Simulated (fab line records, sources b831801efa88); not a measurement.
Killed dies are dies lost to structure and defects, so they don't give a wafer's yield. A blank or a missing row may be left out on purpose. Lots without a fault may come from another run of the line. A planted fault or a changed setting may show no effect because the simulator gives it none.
Which tool did it? | flow sky130 | 24 lots, 72 wafers sampled, at 6 steps of a route of 708

WHAT THE GAUGES READ, wafer by wafer
SKY_VT_ADJUST_HVTR_CD_MEAS_07: target cd 380 nm.
lot  | measured     | on        | cd_nm (nm)
L074 | day 9 11:27  | cd_sem-02 | 384.9 384.0 383.0
L075 | day 9 19:18  | cd_sem-02 | 380.4 379.9 380.1
L076 | day 10 00:50 | cd_sem-02 | 376.9 380.0 375.9
L077 | day 10 05:32 | cd_sem-02 | 379.8 378.8 379.7
L078 | day 10 14:20 | cd_sem-02 | 379.7 378.7 379.1
L079 | day 10 23:47 | cd_sem-02 | 385.4 382.9 386.7
L080 | day 11 08:42 | cd_sem-02 | 384.1 382.1 379.5
L081 | day 11 22:15 | cd_sem-02 | 380.3 381.7 379.2
L082 | day 11 23:27 | cd_sem-02 | 381.9 382.1 383.6
L083 | day 12 02:26 | cd_sem-02 | 376.4 375.9 377.8
L084 | day 12 10:53 | cd_sem-02 | 381.5 379.2 379.4
L085 | day 12 23:20 | cd_sem-01 | 380.2 380.5 382.7
L086 | day 13 08:55 | cd_sem-02 | 380.2 381.8 381.5
L087 | day 13 16:17 | cd_sem-01 | 378.2 379.8 377.0
L088 | day 14 03:56 | cd_sem-02 | 379.3 380.8 380.9
L089 | day 14 09:35 | cd_sem-01 | 377.8 379.9 378.0
L090 | day 14 10:38 | cd_sem-01 | 383.0 381.0 383.1
L091 | day 14 16:01 | cd_sem-01 | 381.9 380.8 382.7
L092 | day 15 08:09 | cd_sem-02 | 380.8 379.1 381.1
L093 | day 15 12:42 | cd_sem-02 | 380.0 376.8 378.8
L094 | day 16 05:02 | cd_sem-02 | 380.0 383.4 378.2
L095 | day 16 03:42 | cd_sem-02 | 383.0 382.6 379.2
L096 | day 16 08:09 | cd_sem-01 | 381.1 378.6 378.9
L097 | day 16 15:22 | cd_sem-02 | 378.8 376.4 378.5

SKY_METAL1_CD_MEAS_15: target cd 140 nm.
lot  | measured     | on        | cd_nm (nm)
L074 | day 32 18:58 | cd_sem-01 | 139.8 140.3 140.5
L075 | day 32 22:50 | cd_sem-02 | 140.2 141.8 141.6
L076 | day 33 14:50 | cd_sem-01 | 141.3 141.7 141.6
L077 | day 34 02:51 | cd_sem-02 | 136.0 138.3 138.9
L078 | day 34 05:50 | cd_sem-01 | 140.4 139.4 140.5
L079 | day 34 18:07 | cd_sem-02 | 139.9 139.7 139.5
L080 | day 35 01:37 | cd_sem-02 | 143.4 142.6 142.8
L081 | day 35 16:48 | cd_sem-02 | 140.1 141.4 138.5
L082 | day 35 18:35 | cd_sem-02 | 138.6 139.2 139.4
L083 | day 35 23:46 | cd_sem-01 | 139.6 138.5 139.8
L084 | day 36 07:47 | cd_sem-01 | 138.0 141.9 141.0
L085 | day 36 17:35 | cd_sem-02 | 139.2 139.1 137.6
L086 | day 37 08:17 | cd_sem-01 | 141.3 139.8 139.7
L087 | day 37 08:36 | cd_sem-02 | 141.4 140.3 142.1
L088 | day 37 22:51 | cd_sem-02 | 139.0 140.7 140.2
L089 | day 38 04:46 | cd_sem-01 | 139.4 140.8 140.8
L090 | day 38 03:21 | cd_sem-01 | 136.9 136.8 138.1
L091 | day 38 07:49 | cd_sem-01 | 140.9 141.8 140.7
L092 | day 38 19:12 | cd_sem-01 | 137.6 138.5 138.6
L093 | day 38 23:04 | cd_sem-01 | 139.0 139.0 140.5
L094 | day 39 15:50 | cd_sem-01 | 136.6 138.1 136.3
L095 | day 39 07:57 | cd_sem-01 | 140.8 139.2 139.9
L096 | day 39 23:54 | cd_sem-01 | 141.0 141.7 141.8
L097 | day 39 22:53 | cd_sem-01 | 139.9 138.9 137.6

SKY_VIA3_RS_MEAS_22: measures by four-point-probe.
lot  | measured     | on            | VIA3_W_RS (ohm/sq)
L074 | day 39 16:31 | film_metro-01 | 0.294 0.297 0.291
L075 | day 39 18:40 | film_metro-02 | 0.294 0.300 0.297
L076 | day 40 11:10 | film_metro-04 | 0.292 0.294 0.296
L077 | day 40 21:41 | film_metro-01 | 0.294 0.298 0.292
L078 | day 41 04:04 | film_metro-04 | 0.294 0.297 0.299
L079 | day 41 11:10 | film_metro-01 | 0.297 0.294 0.294
L080 | day 41 17:20 | film_metro-04 | 0.298 0.296 0.296
L081 | day 42 08:25 | film_metro-02 | 0.293 0.290 0.291
L082 | day 42 10:07 | film_metro-02 | 0.289 0.301 0.292
L083 | day 42 17:08 | film_metro-01 | 0.289 0.294 0.292
L084 | day 42 21:01 | film_metro-04 | 0.292 0.297 0.293
L085 | day 43 03:43 | film_metro-02 | 0.292 0.299 0.292
L086 | day 43 16:38 | film_metro-01 | 0.295 0.295 0.298
L087 | day 43 16:59 | film_metro-02 | 0.293 0.298 0.301
L088 | day 44 08:13 | film_metro-04 | 0.289 0.289 0.299
L089 | day 44 14:44 | film_metro-01 | 0.299 0.296 0.293
L090 | day 44 11:40 | film_metro-02 | 0.293 0.293 0.291
L091 | day 44 16:50 | film_metro-02 | 0.299 0.301 0.293
L092 | day 45 02:19 | film_metro-01 | 0.295 0.290 0.298
L093 | day 45 03:37 | film_metro-02 | 0.291 0.286 0.291
L094 | day 45 19:53 | film_metro-01 | 0.294 0.296 0.298
L095 | day 45 15:37 | film_metro-02 | 0.288 0.288 0.288
L096 | day 46 02:48 | film_metro-01 | 0.293 0.291 0.296
L097 | day 46 01:29 | film_metro-02 | 0.293 0.292 0.289

WHICH TOOL RAN EACH LOT (tool, then ch and the chambers of the sampled wafers, then the start)
lot  | SKY_FIELD_ISO_ETCH_15             | SKY_LDD_HVN_STRIP_09                 | SKY_METAL2_SPUTTER_01
L074 | rie_diel-02 ch 0,3, day 2 05:32   | plasma_asher-03 ch 0,1, day 20 09:10 | pvd_sputter-04, day 34 00:17
L075 | rie_diel-04 ch 2,3, day 2 12:00   | plasma_asher-04 ch 0,1, day 20 09:48 | pvd_sputter-04, day 34 03:56
L076 | rie_diel-03 ch 0,1,3, day 2 17:41 | plasma_asher-03 ch 0,1, day 21 01:28 | pvd_sputter-01, day 34 20:33
L077 | rie_diel-04 ch 2,3, day 2 19:59   | plasma_asher-04 ch 0,1, day 21 20:18 | pvd_sputter-01, day 35 08:43
L078 | rie_diel-04 ch 0,1,3, day 3 02:45 | plasma_asher-03 ch 0, day 21 21:19   | pvd_sputter-04, day 35 10:44
L079 | rie_diel-02 ch 0,2,3, day 3 08:05 | plasma_asher-04 ch 0,1, day 22 13:57 | pvd_sputter-01, day 35 23:23
L080 | rie_diel-04 ch 0,1,3, day 3 11:17 | plasma_asher-04 ch 0,1, day 22 23:52 | pvd_sputter-01, day 36 07:19
L081 | rie_diel-03 ch 0,1,3, day 3 19:32 | plasma_asher-02 ch 0,1, day 23 14:34 | pvd_sputter-01, day 36 21:41
L082 | rie_diel-02 ch 0,1,2, day 3 22:34 | plasma_asher-03 ch 0,1, day 23 15:33 | pvd_sputter-01, day 37 00:17
L083 | rie_diel-04 ch 0,3, day 4 03:36   | plasma_asher-03 ch 0,1, day 24 01:27 | pvd_sputter-02, day 37 04:08
L084 | rie_diel-04 ch 0,1, day 4 08:00   | plasma_asher-03 ch 0,1, day 24 07:38 | pvd_sputter-02, day 37 12:47
L085 | rie_diel-04 ch 1,2, day 4 17:53   | plasma_asher-04 ch 0,1, day 24 20:58 | pvd_sputter-04, day 37 22:32
L086 | rie_diel-03 ch 1,3, day 4 21:14   | plasma_asher-04 ch 0,1, day 25 10:06 | pvd_sputter-01, day 38 12:53
L087 | rie_diel-04 ch 0,1, day 5 00:39   | plasma_asher-02 ch 0,1, day 25 12:18 | pvd_sputter-02, day 38 12:56
L088 | rie_diel-03 ch 0,2,3, day 5 05:11 | plasma_asher-04 ch 0,1, day 26 03:33 | pvd_sputter-01, day 39 03:10
L089 | rie_diel-04 ch 2,3, day 5 13:35   | plasma_asher-02 ch 0,1, day 26 13:00 | pvd_sputter-02, day 39 08:17
L090 | rie_diel-04 ch 1,2,3, day 5 15:21 | plasma_asher-04 ch 0,1, day 26 12:39 | pvd_sputter-01, day 39 07:49
L091 | rie_diel-03 ch 0,1, day 5 20:36   | plasma_asher-02 ch 0,1, day 26 15:51 | pvd_sputter-01, day 39 11:41
L092 | rie_diel-03 ch 0,1,2, day 6 05:53 | plasma_asher-03 ch 0,1, day 27 02:03 | pvd_sputter-02, day 39 22:24
L093 | rie_diel-04 ch 0,2,3, day 6 12:30 | plasma_asher-04 ch 0,1, day 27 05:43 | pvd_sputter-02, day 40 02:29
L094 | rie_diel-02 ch 0,1,3, day 6 14:48 | plasma_asher-03 ch 1, day 28 05:18   | pvd_sputter-04, day 40 19:29
L095 | rie_diel-03 ch 1,2,3, day 6 19:38 | plasma_asher-04 ch 0,1, day 27 20:51 | pvd_sputter-01, day 40 11:58
L096 | rie_diel-04 ch 0,2,3, day 6 23:32 | plasma_asher-02 ch 0,1, day 28 12:16 | pvd_sputter-04, day 41 05:16
L097 | rie_diel-02 ch 0,3, day 7 06:32   | plasma_asher-02 ch 0,1, day 28 11:24 | pvd_sputter-01, day 41 04:58
- SKY_FIELD_ISO_ETCH_15: etches the open film in CHF3/O2, stops on Si, target depth 180 nm, time 72 s.
- SKY_LDD_HVN_STRIP_09: strips in O2/N2.
- SKY_METAL2_SPUTTER_01: material TiN, target thk 20 nm, time 16.7 s.

WHAT THE TOOLS THEMSELVES READ (means of the sampled wafers that have a number; where no wafer has one, the mark that the record gives instead)
SKY_FIELD_ISO_ETCH_15.
lot  | tool        | drypump_motor_current_A (A) | oes_product_au (a.u.) | throttle_valve_pct (%)
L074 | rie_diel-02 | 5.1                         | 0.940                 | 8.836
L075 | rie_diel-04 | 6.0                         | 0.951                 | 8.850
L076 | rie_diel-03 | 5.5                         | 0.957                 | 8.845
L077 | rie_diel-04 | 6.0                         | 0.948                 | 8.851
L078 | rie_diel-04 | 5.7                         | 0.946                 | 8.840
L079 | rie_diel-02 | 5.2                         | 0.939                 | 8.846
L080 | rie_diel-04 | 5.8                         | 0.946                 | 8.856
L081 | rie_diel-03 | 5.5                         | 0.949                 | 8.854
L082 | rie_diel-02 | 5.7                         | 0.952                 | 8.844
L083 | rie_diel-04 | 5.8                         | 0.941                 | 8.848
L084 | rie_diel-04 | 5.5                         | 0.945                 | 8.849
L085 | rie_diel-04 | 5.9                         | 0.943                 | 8.841
L086 | rie_diel-03 | 5.3                         | 0.950                 | 8.837
L087 | rie_diel-04 | 5.5                         | 0.948                 | 8.836
L088 | rie_diel-03 | 5.6                         | 0.946                 | 8.849
L089 | rie_diel-04 | 6.0                         | 0.954                 | 8.845
L090 | rie_diel-04 | 6.0                         | 0.954                 | 8.839
L091 | rie_diel-03 | 5.3                         | 0.939                 | 8.840
L092 | rie_diel-03 | 5.2                         | 0.947                 | 8.846
L093 | rie_diel-04 | 5.8                         | 0.952                 | 8.843
L094 | rie_diel-02 | 5.6                         | 0.940                 | 8.839
L095 | rie_diel-03 | 5.4                         | 0.950                 | 8.845
L096 | rie_diel-04 | 5.7                         | 0.954                 | 8.856
L097 | rie_diel-02 | 5.1                         | 0.959                 | 8.847

SKY_LDD_HVN_STRIP_09.
lot  | tool            | drypump_motor_current_A (A) | n2_flow_sccm (sccm) | oes_product_au (a.u.) | strip_time_to_endpoint_s (s)
L074 | plasma_asher-03 | 5.4                         | 299.4               | 0.406                 | 4.146
L075 | plasma_asher-04 | 5.7                         | 300.5               | 0.408                 | 4.132
L076 | plasma_asher-03 | 5.3                         | 299.3               | 0.407                 | 4.131
L077 | plasma_asher-04 | 5.7                         | 300.9               | 0.408                 | 4.132
L078 | plasma_asher-03 | 5.6                         | 300.3               | 0.410                 | 4.156
L079 | plasma_asher-04 | 6.0                         | 300.1               | 0.406                 | 4.136
L080 | plasma_asher-04 | 5.7                         | 299.8               | 0.407                 | 4.137
L081 | plasma_asher-02 | 6.0                         | 300.1               | 0.404                 | 4.162
L082 | plasma_asher-03 | 5.4                         | 300.7               | 0.406                 | 4.135
L083 | plasma_asher-03 | 5.4                         | 299.7               | 0.411                 | 4.152
L084 | plasma_asher-03 | 5.3                         | 300.6               | 0.410                 | 4.139
L085 | plasma_asher-04 | 6.0                         | 299.9               | 0.407                 | 4.140
L086 | plasma_asher-04 | 6.0                         | 300.4               | 0.408                 | 4.135
L087 | plasma_asher-02 | 6.0                         | 300.6               | 0.409                 | 4.130
L088 | plasma_asher-04 | 5.7                         | 300.2               | 0.412                 | 4.168
L089 | plasma_asher-02 | 6.0                         | 299.6               | 0.410                 | 4.131
L090 | plasma_asher-04 | 6.0                         | 300.1               | 0.412                 | 4.159
L091 | plasma_asher-02 | 6.0                         | 300.5               | 0.409                 | 4.137
L092 | plasma_asher-03 | 5.3                         | 300.1               | 0.405                 | 4.141
L093 | plasma_asher-04 | 5.7                         | 300.4               | 0.410                 | 4.151
L094 | plasma_asher-03 | 5.1                         | 300.3               | 0.409                 | 4.138
L095 | plasma_asher-04 | 6.0                         | 299.9               | 0.410                 | 4.131
L096 | plasma_asher-02 | 5.6                         | 300.3               | 0.406                 | 4.145
L097 | plasma_asher-02 | 5.6                         | 300.7               | 0.408                 | 4.137

SKY_METAL2_SPUTTER_01.
lot  | tool           | chamber_pressure_pa (Pa) | throttle_valve_pct (%)
L074 | pvd_sputter-04 | 0.3994                   | 29.5
L075 | pvd_sputter-04 | 0.4003                   | 30.3
L076 | pvd_sputter-01 | 0.3992                   | 29.7
L077 | pvd_sputter-01 | 0.4001                   | 30.4
L078 | pvd_sputter-04 | 0.3999                   | 29.5
L079 | pvd_sputter-01 | 0.4003                   | 30.0
L080 | pvd_sputter-01 | 0.4001                   | 29.7
L081 | pvd_sputter-01 | 0.4008                   | 29.7
L082 | pvd_sputter-01 | 0.3998                   | 30.0
L083 | pvd_sputter-02 | 0.3993                   | 30.1
L084 | pvd_sputter-02 | 0.4003                   | 30.1
L085 | pvd_sputter-04 | 0.3998                   | 29.8
L086 | pvd_sputter-01 | 0.4001                   | 30.7
L087 | pvd_sputter-02 | 0.3995                   | 30.2
L088 | pvd_sputter-01 | 0.4010                   | 30.4
L089 | pvd_sputter-02 | 0.4002                   | 30.2
L090 | pvd_sputter-01 | 0.4005                   | 30.7
L091 | pvd_sputter-01 | 0.3996                   | 30.8
L092 | pvd_sputter-02 | 0.4002                   | 30.0
L093 | pvd_sputter-02 | 0.3995                   | 30.3
L094 | pvd_sputter-04 | 0.3996                   | 30.3
L095 | pvd_sputter-01 | 0.3997                   | 30.8
L096 | pvd_sputter-04 | 0.4003                   | 29.9
L097 | pvd_sputter-01 | 0.3998                   | 29.1

THE ANSWER, worked out from the rows above alone
Rule: what is usual is taken from the lots themselves. Put in order of their means at a reading, lots are off if they are a third of the lots or fewer, leave a main group of 4 or more, and stand apart from it by a gap of 3 or more times the standard deviation of the main group's means; of several such gaps the widest counts. A main group whose means are all the same, to the digits that the tables above print for the reading, isn't used. A lot without any number at a reading at which 4 lots or more have one is off too. The other lots that the step has rows for count as sound. The gauges are gone through in route order, then the tools' own readings, and for those a lot's mean is taken as printed above. The first step at which some lot is off is used, and at that step the reading that is off furthest; a lot without a number counts as furthest.
No lot is off at any reading shown: from this, nothing can be told.

WHAT THE SIMULATOR HAD PUT IN
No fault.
